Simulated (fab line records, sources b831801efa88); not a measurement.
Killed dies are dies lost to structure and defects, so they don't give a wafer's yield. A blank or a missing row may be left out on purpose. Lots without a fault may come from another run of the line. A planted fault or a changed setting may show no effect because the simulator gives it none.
fab line records | flow sky130 | part 2 of 2: steps 32 to 38 of 38
record lots=5 wafers=15 last_day=50
route steps=708 shown METAL3@535 CAPM@537
lots that met no fault: from a run of the same line without faults
start_h: hours from the record's first day to the start of the lot's first wafer shown | wait_h: hours since the lot's step before | " the same as in the row above | L1.1+2: a row that stands for several wafers | - no value, or no start given | * or withheld: withheld | < > ~ a bound
route shown NAME@n: a module of which the file shows steps, and the number in the route of the first | usual: mean/standard deviation of fault-free wafers | same: alike in all rows | chamber/n: place in a boat | sites: the reading at each site | _std_site: their standard deviation | _edge_site: outer sites' mean less inner sites' | radius_mm: how far each site lies from the wafer's centre | mask NAME#n: copy n | behind: the tool/chamber that last shaped the wafer | hold: why the lot was held/for how many hours/how that ended | device: the transistor (n, p or np) that didn't switch | end of line: the same wafers' tests at the end of the route | a step without rows: its recipe alone | killed: dies lost to structure and defects at the first sort, not the wafer's yield | map: a wafer's dies, x killed, . not, _ none there
set.NAME: the setting as run; set.NAME@STEP: as run at that earlier step | model.NAME: the simulator's own value behind a step, which no gauge read
lots at some steps of the route; a table a step, a row a wafer
services: from which hour (start_h, from the record's first day; less than 0 if before it) a tool's chamber was out of use, for how many hours, and why
## steps
# step SKY_METAL3_ETCH_16
# recipe chemistry=N2/H2 target=BARC ion_energy_ev=200 bias_w=100 pressure_mtorr=30 n2_flow_sccm=100 h2_flow_sccm=200 icp_w=500 stop_on=SiO2 time_s=88.2 target_depth_a=600
# usual chamber_pressure_mTorr=29.999/0.026 drypump_motor_current_A=5.59/0.2 oes_product_au=0.626/0.0042 throttle_valve_pct=13.205/0.0095
# columns lot.wafer tool chamber start_h wait_h chamber_pressure_mTorr drypump_motor_current_A oes_product_au rf_hours_counter_h throttle_valve_pct
L083.2 rie_metal-03 0 956.43 0.0 29.977 5.66 0.623 15 13.202
L083.4 " 1 " " 29.989 5.77 0.626 - 13.206
L083.6 " 0 " " 29.947 5.65 0.618 - 13.205
L085.1 rie_metal-01 1 970.67 0.0 29.977 5.80 0.628 12 13.194
L085.4 " 1 " " 30.048 5.79 0.629 - 13.197
L085.6 " 0 " " 29.991 5.19 0.630 - 13.214
L088.2 rie_metal-03 1 985.81 0.0 30.019 5.72 0.628 14 13.212
L088.3 " 0 " " 29.979 5.63 0.626 - 13.207
L088.5 " 1 " " 30.013 5.74 0.626 - 13.201
L095.2 rie_metal-04 1 1054.58 0.0 29.964 5.50 0.632 9 13.203
L095.3 " 0 " " 29.984 5.63 0.623 - 13.203
L095.5 " 0 " " 30.017 5.63 0.625 - 13.201
L096.1 rie_metal-03 0 1055.21 0.0 30.003 5.68 0.624 21 13.190
L096.3 " 0 " " 30.055 5.67 0.632 - 13.210
L096.4 " 1 " " 29.982 5.73 0.616 - 13.204
# step SKY_METAL3_ETCH_17
# recipe target=SiO2 stop_on=TiN chemistry=C4F8/O2/Ar source_w=1500 bias_w=1200 pressure_mtorr=40 c4f8_flow_sccm=withheld O2_flow_sccm=6 Ar_flow_sccm=300 time_s=3.9 target_depth_a=150
# usual chamber_pressure_mTorr=40.00/0.037 oes_product_au=0.755/0.0074
# columns lot.wafer tool chamber start_h wait_h chamber_pressure_mTorr oes_product_au rf_hours_counter_h
L083.2 rie_diel-04 3 956.52 0.1 40.05 0.748 7
L083.4 " 2 " " 39.99 0.760 9
L083.6 " 0 " " 39.98 0.763 -
L085.1 rie_diel-02 3 970.77 0.1 40.02 0.744 7
L085.4 " 2 " " 39.96 0.740 19
L085.6 " 3 " " 40.01 0.758 -
L088.2 rie_diel-01 1 985.91 0.1 40.03 0.747 16
L088.3 " 0 " " 40.06 0.759 16
L088.5 " 0 " " 40.05 0.761 -
L095.2 rie_diel-04 2 1054.68 0.1 40.00 0.729 12
L095.3 " 0 " " 40.02 0.760 3
L095.5 " 0 " " 40.00 0.744 -
L096.1 rie_diel-02 0 1055.31 0.1 40.02 0.764 5
L096.3 " 1 " " 39.94 0.752 24
L096.4 " 3 " " 39.96 0.769 9
# step SKY_METAL3_METAL_ETCH_18
# recipe target_depth_a=8450 stop_on=SiO2 over_etch_frac=0.3 time_s=183.1 chemistry=Cl2/BCl3 resist_sidewall_deg=88 pressure_mtorr=10 icp_w=900 bias_w=48.5 Cl2_flow_sccm=60 bcl3_flow_sccm=30
# usual chamber_pressure_mTorr=10.000/0.0095 drypump_motor_current_A=5.59/0.15 oes_product_au=0.866/0.0052 throttle_valve_pct=22.262/0.0078
# columns lot.wafer tool chamber start_h wait_h chamber_pressure_mTorr drypump_motor_current_A oes_product_au rf_hours_counter_h throttle_valve_pct
L083.2 rie_metal-04 0 956.54 0.0 10.008 5.64 0.865 18 22.276
L083.4 " 1 " " 9.993 5.54 0.857 - 22.257
L083.6 " 0 " " 10.006 5.63 0.861 - 22.264
L085.1 rie_metal-03 1 970.79 0.0 10.019 5.72 0.865 13 22.265
L085.4 " 0 " " 9.998 5.64 0.858 - 22.260
L085.6 " 0 " " 10.007 5.65 0.871 - 22.263
L088.2 rie_metal-04 1 985.93 0.0 9.998 5.46 0.872 3 22.263
L088.3 " 1 " " 9.997 5.47 0.860 - 22.271
L088.5 " 0 " " 9.994 5.64 0.868 - 22.251
L095.2 rie_metal-03 1 1054.69 0.0 9.989 5.79 0.861 18 22.272
L095.3 " 1 " " 10.003 5.75 0.870 - 22.255
L095.5 " 1 " " 10.016 5.77 0.875 - 22.269
L096.1 rie_metal-01 0 1055.33 0.0 10.011 5.18 0.869 19 22.264
L096.3 " 0 " " 9.987 5.21 0.872 - 22.242
L096.4 " 1 " " 10.003 5.80 0.870 - 22.259
# step SKY_METAL3_STRIP_19
# recipe chemistry=O2/N2 power_w=1400 pressure_mtorr=1500 platen_temp_c=withheld o2_flow_sccm=3000 n2_flow_sccm=300 overash_fraction=0.5
# usual chamber_pressure_mTorr=1500.1/1.4 drypump_motor_current_A=5.7/0.32 o2_flow_sccm=3001/8.6 oes_product_au=0.502/0.0052 strip_time_to_endpoint_s=6.54/0.06
# columns lot.wafer tool chamber start_h wait_h chamber_pressure_mTorr drypump_motor_current_A o2_flow_sccm oes_product_au rf_hours_counter_h strip_time_to_endpoint_s
L083.2 plasma_asher-04 1 956.72 0.1 1498.4 5.8 2984 0.502 52 6.59
L083.4 " 0 " " 1500.9 5.7 2992 0.498 - 6.57
L083.6 " 0 " " 1499.9 5.7 3005 0.500 - 6.49
L085.1 plasma_asher-03 1 970.97 0.1 1498.5 5.2 3014 0.505 120 6.53
L085.4 " 1 " " 1502.6 5.2 3019 0.493 - 6.44
L085.6 " 0 " " 1501.0 6.2 3008 0.499 - 6.44
L088.2 plasma_asher-01 0 986.11 0.1 1501.9 5.7 2995 0.510 25 6.54
L088.3 " 0 " " 1499.2 5.7 2986 0.503 - 6.57
L088.5 " 1 " " 1501.7 5.9 2999 0.493 - 6.41
L095.2 plasma_asher-04 0 1054.87 0.1 1499.0 5.7 3001 0.510 61 6.60
L095.3 " 1 " " 1499.1 5.7 3012 0.507 - 6.60
L095.5 " 0 " " 1500.2 5.7 3011 0.509 - 6.55
L096.1 plasma_asher-04 0 1055.51 0.1 1500.0 5.7 3006 0.504 62 6.51
L096.3 " 1 " " 1501.2 5.8 2989 0.496 - 6.51
L096.4 " 0 " " 1499.9 5.7 2996 0.506 - 6.55
# step SKY_METAL3_STRIP_20
# recipe chemistry=post_etch_residue_remover time_s=1200 temp_c=72.5
# usual bath_guard_temp_C=73.0/0.67
# columns lot.wafer tool chamber start_h wait_h bath_guard_temp_C
L083.2 wet_bench-01 2 956.82 0.1 72.4
L083.4 " 2 " " 72.3
L083.6 " 2 " " 72.0
L085.1 wet_bench-02 1 971.07 0.1 72.1
L085.4 " 1 " " 72.5
L085.6 " 1 " " 72.4
L088.2 wet_bench-02 3 986.21 0.1 72.3
L088.3 " 3 " " 72.4
L088.5 " 3 " " 72.3
L095.2 wet_bench-02 3 1054.97 0.1 72.5
L095.3 " 3 " " 72.5
L095.5 " 3 " " 72.2
L096.1 wet_bench-02 0 1055.61 0.1 73.6
L096.3 " 0 " " 73.7
L096.4 " 0 " " 73.7
# step SKY_METAL3_CLEAN_21
# recipe chemistry=IPA time_s=180 temp_c=25
# columns lot.wafer tool chamber start_h wait_h
L083.2+4+6 wet_bench-04 2 957.16 0.0
L085.1+4+6 wet_bench-04 3 971.41 0.0
L088.2+3+5 wet_bench-01 1 986.55 0.0
L095.2+3+5 wet_bench-01 3 1055.31 0.0
L096.1+3+4 wet_bench-01 3 1055.95 0.0
# step SKY_METAL3_CLEAN_22
# recipe chemistry=O3/DIW dry=n2_spin
# columns lot.wafer tool chamber start_h wait_h
L083.2+4+6 wet_bench-01 2 957.22 0.0
L085.1+4+6 wet_bench-01 1 971.47 0.0
L088.2+3+5 wet_bench-02 1 986.61 0.0
L095.2+3+5 wet_bench-02 3 1055.37 0.0
L096.1+3+4 wet_bench-02 1 1056.01 0.0
## services
# columns tool chamber start_h hours kind
rie_metal-04 1 886.57 9.0 repair
rie_metal-03 - 886.91 5.7 repair
rie_diel-04 0 904.07 15.2 repair
iline_stepper-01 - 904.35 1.7 pm
rie_diel-04 3 906.98 12.1 repair
pvd_sputter-02 - 911.20 1.0 repair
krf_scanner-01 - 923.60 4.0 pm
rie_metal-03 1 926.56 4.8 repair
krf_scanner-01 - 929.25 0.8 pm
krf_scanner-01 - 935.35 1.0 pm
pvd_sputter-03 - 937.20 3.6 repair
iline_stepper-01 - 947.37 8.9 pm
rie_metal-04 0 953.71 1.1 repair
pvd_sputter-04 - 982.18 7.5 repair
plasma_asher-04 - 983.76 3.4 repair
pecvd-02 - 998.06 4.3 pm
krf_scanner-01 - 1002.52 3.6 pm
krf_scanner-01 - 1009.55 2.2 repair
iline_stepper-01 - 1010.85 2.1 pm
krf_scanner-01 - 1013.72 1.3 pm
krf_scanner-01 - 1022.83 4.3 repair
pvd_sputter-04 - 1030.24 6.7 repair
iline_stepper-01 - 1046.08 1.6 repair
plasma_asher-03 - 1055.25 9.0 pm
